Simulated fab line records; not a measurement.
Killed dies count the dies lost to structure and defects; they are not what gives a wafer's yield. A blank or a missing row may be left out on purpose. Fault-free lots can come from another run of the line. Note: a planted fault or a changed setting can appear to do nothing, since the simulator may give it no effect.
2 desks looking at one fault	flow sky130	every desk sees just its own numbers, and what lay behind them comes last

## THE METROLOGY DESK
Lot by lot, what the gauges showed, no matter which tool ran the lot: averages of those sampled wafers that carry a number. Marked OUT: a lot whose mean sits more than 4 standard deviations from the usual mean, which makes it out of limits; the brackets give that distance.
Columns: A = FIELD_ISO_CVD_03_THK at SKY_FIELD_ISO_THK_MEAS_04, usual 164.7 nm; B = NWELL_01_OVL at SKY_NWELL_OVL_MEAS_23, usual 0.8 nm; C = VT_ADJUST_NCORE_OVL at SKY_VT_ADJUST_NCORE_OVL_MEAS_08, usual 0.8 nm
lot	first seen here	A	B	C
L146	day 1 14:14	163.7	2.3	0.8
L147	day 1 18:29	163.7	1.6	-0.8
L148	day 2 00:00	166.5	0.6	1.9
L151	day 2 17:10	167.1	1.5	-0.5
L154	day 3 06:59	163.0	2.1	0.7
L157	day 3 22:09	152.3 (-7.3) OUT	1.8	1.7
L160	day 4 15:16	164.4	0.5	2.1
L161	day 4 18:06	163.6	-0.5	1.8
L162	day 4 22:58	162.4	1.4	0.9
L163	day 5 03:56	166.6	1.0	0.6
This desk reports L157 out of limits; the earliest was L157 at day 3 22:09 (FIELD_ISO_CVD_03_THK at SKY_FIELD_ISO_THK_MEAS_04). L146, L147, L148, L151, L154, L160, L161, L162, L163: within limits.

## TOOL OWNER'S DESK, lpcvd-02
The tool's own readings at SKY_FIELD_ISO_CVD_03 (deposits Si3N4 from DCS/NH3, target thk 165 nm, time 2830 s): means of the sampled wafers that have a number, for each lot that ran on this tool. Marked OUT: a lot whose mean sits more than 4 standard deviations from the usual mean, which makes it out of limits; the brackets give that distance.
Columns: A = pressure-mtorr at SKY_FIELD_ISO_CVD_03, usual 250.2 mTorr; B = spike-tc-upper-C at SKY_FIELD_ISO_CVD_03, usual 769.0 C
lot	first seen here	A	B
L146	day 1 12:26	250.1	767.7
L147	day 1 16:41	249.6	767.8
L148	day 1 22:13	249.7	768.2
L151	day 2 15:22	250.2	770.8
L154	day 3 05:11	250.3	770.5
L157	day 3 19:27	199.6 (-99 or more) OUT	767.5
L160	day 4 13:28	250.9	770.4
L161	day 4 16:19	249.8	769.8
L162	day 4 21:11	250.6	769.9
L163	day 5 02:09	250.1	770.2
Finding of this desk: L157 out of limits; the first was L157 at day 3 19:27, on pressure-mtorr at SKY_FIELD_ISO_CVD_03. L146, L147, L148, L151, L154, L160, L161, L162, L163: within limits.

## PUT TOGETHER
An alarm could have come from the tool owner's desk at day 3 19:27, on L157.
Metrology desk: alarm possible at day 3 22:09 on L157.
On lpcvd-02, each named lot ran SKY_FIELD_ISO_CVD_03.

## WHAT THE SIMULATOR HAD PUT IN
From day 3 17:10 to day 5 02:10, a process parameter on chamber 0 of lpcvd-02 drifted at SKY_FIELD_ISO_CVD_03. A move of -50 in setting pressure-mtorr, from 250. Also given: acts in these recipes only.
Shown lots that were struck: L157.
Hours from the fault's start to each desk's first reading out of limits: the tool owner's desk, 2; the metrology desk, 5.
